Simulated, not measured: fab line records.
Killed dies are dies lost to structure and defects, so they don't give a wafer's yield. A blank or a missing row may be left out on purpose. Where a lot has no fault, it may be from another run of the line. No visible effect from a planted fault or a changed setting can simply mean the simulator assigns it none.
What tool caused it?	flow sky130	Sampling: 10 lots, 30 wafers, 6 of 708 route steps

## WHAT THE GAUGES READ, wafer by wafer
SKY_LOCAL_INTERCONNECT_OVL_MEAS_12.
lot	measured	on	LOCAL_INTERCONNECT_OVL (nm)
L755	day 30 22:23	overlay-02	-1 -7 -3
L758	day 31 10:29	overlay-01	-2 -3 -1
L760	day 32 12:31	overlay-01	-4 -7 0
L762	day 32 18:17	overlay-01	6 -2 2
L761	day 32 21:22	overlay-01	-6 -9 -9
L763	day 33 04:15	overlay-01	5 3 4
L765	day 33 19:26	overlay-01	-1 0 -5
L766	day 33 23:22	overlay-01	-2 -1 -3
L773	day 35 22:12	overlay-01	2 1 4
L776	day 36 16:33	overlay-01	3 4 -2

SKY_METAL1_RS_MEAS_05: measurement is done with a four-point probe.
lot	measured	on	METAL1_ALCU_RS (ohm/sq)
L755	day 32 05:08	film-metro-03	0.1266 0.1282 0.1294
L758	day 32 16:00	film-metro-01	0.1258 0.1268 0.1246
L760	day 33 18:18	film-metro-01	0.1278 0.1269 0.1277
L762	day 34 00:07	film-metro-01	0.1266 0.1288 0.1265
L761	day 34 04:05	film-metro-03	0.1246 0.1259 0.1262
L763	day 34 09:08	film-metro-01	0.1262 0.1252 0.1264
L765	day 35 00:50	film-metro-03	0.1253 0.1254 0.1260
L766	day 35 04:35	film-metro-03	0.1289 0.1285 0.1302
L773	day 37 03:08	film-metro-02	0.1278 0.1277 0.1272
L776	day 37 21:42	film-metro-03	0.1114 0.1273 0.1264

SKY_METAL1_THK_MEAS_06: measures by xrf.
lot	measured	on	METAL1_ALCU_THK (nm)
L755	day 32 05:15	film-metro-03	255 253 250
L758	day 32 16:07	film-metro-01	252 251 258
L760	day 33 18:25	film-metro-01	251 250 252
L762	day 34 00:14	film-metro-01	251 247 252
L761	day 34 04:11	film-metro-03	259 256 256
L763	day 34 09:14	film-metro-01	253 255 254
L765	day 35 00:58	film-metro-03	256 259 254
L766	day 35 04:40	film-metro-03	249 251 248
L773	day 37 03:14	film-metro-02	251 250 254
L776	day 37 21:48	film-metro-03	289 255 256

## WHICH TOOL RAN EACH LOT (tool, then ch and the chambers of the sampled wafers, then the start)
lot	SKY_LOCAL_INTERCONNECT_METAL_ETCH_14	SKY_CONTACT_CMP_04	SKY_METAL1_SPUTTER_02
L755	rie-metal-02 ch 0,1, day 30 22:29	cmp-01 ch 0,1,3, day 30 23:29	pvd-sputter-04, day 32 05:02
L758	rie-metal-02 ch 0,1, day 31 10:35	cmp-02 ch 0,1,3, day 31 11:40	pvd-sputter-02, day 32 15:54
L760	rie-metal-04 ch 0, day 32 12:37	cmp-02 ch 0,1,3, day 32 13:31	pvd-sputter-02, day 33 18:11
L762	rie-metal-04 ch 0, day 32 18:23	cmp-01 ch 1,3, day 32 19:15	pvd-sputter-04, day 34 00:01
L761	rie-metal-01 ch 0, day 32 21:33	cmp-02 ch 0,1, day 32 22:28	pvd-sputter-01, day 34 03:56
L763	rie-metal-04 ch 0,1, day 33 04:21	cmp-02 ch 0,1, day 33 05:12	pvd-sputter-01, day 34 09:00
L765	rie-metal-04 ch 0, day 33 19:36	cmp-02 ch 1,3, day 33 20:31	pvd-sputter-02, day 35 00:45
L766	rie-metal-02 ch 0,1, day 33 23:27	cmp-01 ch 1,2, day 34 00:21	pvd-sputter-01, day 35 04:26
L773	rie-metal-04 ch 1, day 35 22:23	cmp-01 ch 0,1, day 35 23:20	pvd-sputter-04, day 37 03:01
L776	rie-metal-01 ch 0,1, day 36 16:39	cmp-01 ch 1,3, day 36 18:10	pvd-sputter-01, day 37 21:34
- SKY_LOCAL_INTERCONNECT_METAL_ETCH_14: etches TiN in Cl2/BCl3, stops on PSG, target depth 110 nm, time 31.4 s.
- SKY_CONTACT_CMP_04: polishes SiO2.
- SKY_METAL1_SPUTTER_02: material AlCu, target thk 250 nm, time 13.3 s.

## WHAT THE TOOLS THEMSELVES READ (means of the sampled wafers that have a number; where no wafer has one, the mark that the record gives instead)
SKY_LOCAL_INTERCONNECT_METAL_ETCH_14.
lot	tool	chamber-pressure-mTorr (mTorr)	drypump-motor-current-A (A)	he-backside-leak-sccm (sccm)	oes-product-au (a.u.)	throttle-valve-pct (%)
L755	rie-metal-02	9.997	6.4	3.21	0.941	21.894
L758	rie-metal-02	9.992	6.4	3.41	0.929	21.908
L760	rie-metal-04	10.002	4.8	3.21	0.930	21.900
L762	rie-metal-04	9.998	4.7	3.82	0.948	21.902
L761	rie-metal-01	10.001	5.7	3.44	0.941	21.907
L763	rie-metal-04	9.993	5.9	3.26	0.943	21.891
L765	rie-metal-04	10.006	4.8	3.38	0.939	21.902
L766	rie-metal-02	9.999	6.4	3.32	0.943	21.896
L773	rie-metal-04	10.001	6.5	3.32	0.939	21.897
L776	rie-metal-01	9.998	5.8	3.32	0.940	21.901

SKY_CONTACT_CMP_04.
lot	tool	motor-current-A (A)	retaining-ring-pressure-frac	time-to-endpoint-s (s)
L755	cmp-01	12.7	1.000	77
L758	cmp-02	12.1	0.997	82
L760	cmp-02	12.5	1.002	89
L762	cmp-01	12.1	0.997	83
L761	cmp-02	13.1	0.997	88
L763	cmp-02	13.5	1.002	87
L765	cmp-02	12.2	1.003	89
L766	cmp-01	10.4	1.001	80
L773	cmp-01	12.0	0.993	80
L776	cmp-01	12.4	0.998	82

SKY_METAL1_SPUTTER_02.
lot	tool	cathode-dc-power-W (W)	throttle-valve-pct (%)
L755	pvd-sputter-04	10599	31.2
L758	pvd-sputter-02	10602	30.0
L760	pvd-sputter-02	10600	29.1
L762	pvd-sputter-04	10601	30.9
L761	pvd-sputter-01	10600	29.9
L763	pvd-sputter-01	10601	29.3
L765	pvd-sputter-02	10600	28.7
L766	pvd-sputter-01	10601	29.7
L773	pvd-sputter-04	10599	31.0
L776	pvd-sputter-01	11114	29.5

## THE ANSWER, worked out from the rows above alone
Rule: the lots themselves supply what counts as usual. Put in order of their means at a reading, lots are off if they are a third of the lots or fewer, leave a main group of 4 or more, and stand apart from it by a gap of 3 or more times the standard deviation of the main group's means; of several such gaps the widest counts. A main group is skipped when, at the precision printed for the reading in the tables above, its means are all equal. A lot without any number at a reading at which 4 lots or more have one is off too. Any other lot the step has rows for is counted as sound. After the gauges, taken in route order, come the tools' own readings; for these a lot's mean is taken, as printed above. The first step at which some lot is off is used, and at that step the reading that is off furthest; a lot without a number counts as furthest.
Off: L776, seen at SKY_METAL1_RS_MEAS_05 (METAL1_ALCU_RS). For the main group the mean is 0.1269 ohm/sq and the standard deviation 0.0012.
If a tool, at a process step before that reading, ran all the lots that are off and no sound lot after the first of them, it fits. Not tried: the gauges at SKY_METAL1_RS_MEAS_05; whatever is off there is also off at SKY_METAL1_SPUTTER_02, on other tools, and gauge error can't account for it. Can't be told from this: 3 tools fit, rie-metal-01 at SKY_LOCAL_INTERCONNECT_METAL_ETCH_14, cmp-01 at SKY_CONTACT_CMP_04, pvd-sputter-01 at SKY_METAL1_SPUTTER_02.

## WHAT WAS PUT IN BY THE SIMULATOR
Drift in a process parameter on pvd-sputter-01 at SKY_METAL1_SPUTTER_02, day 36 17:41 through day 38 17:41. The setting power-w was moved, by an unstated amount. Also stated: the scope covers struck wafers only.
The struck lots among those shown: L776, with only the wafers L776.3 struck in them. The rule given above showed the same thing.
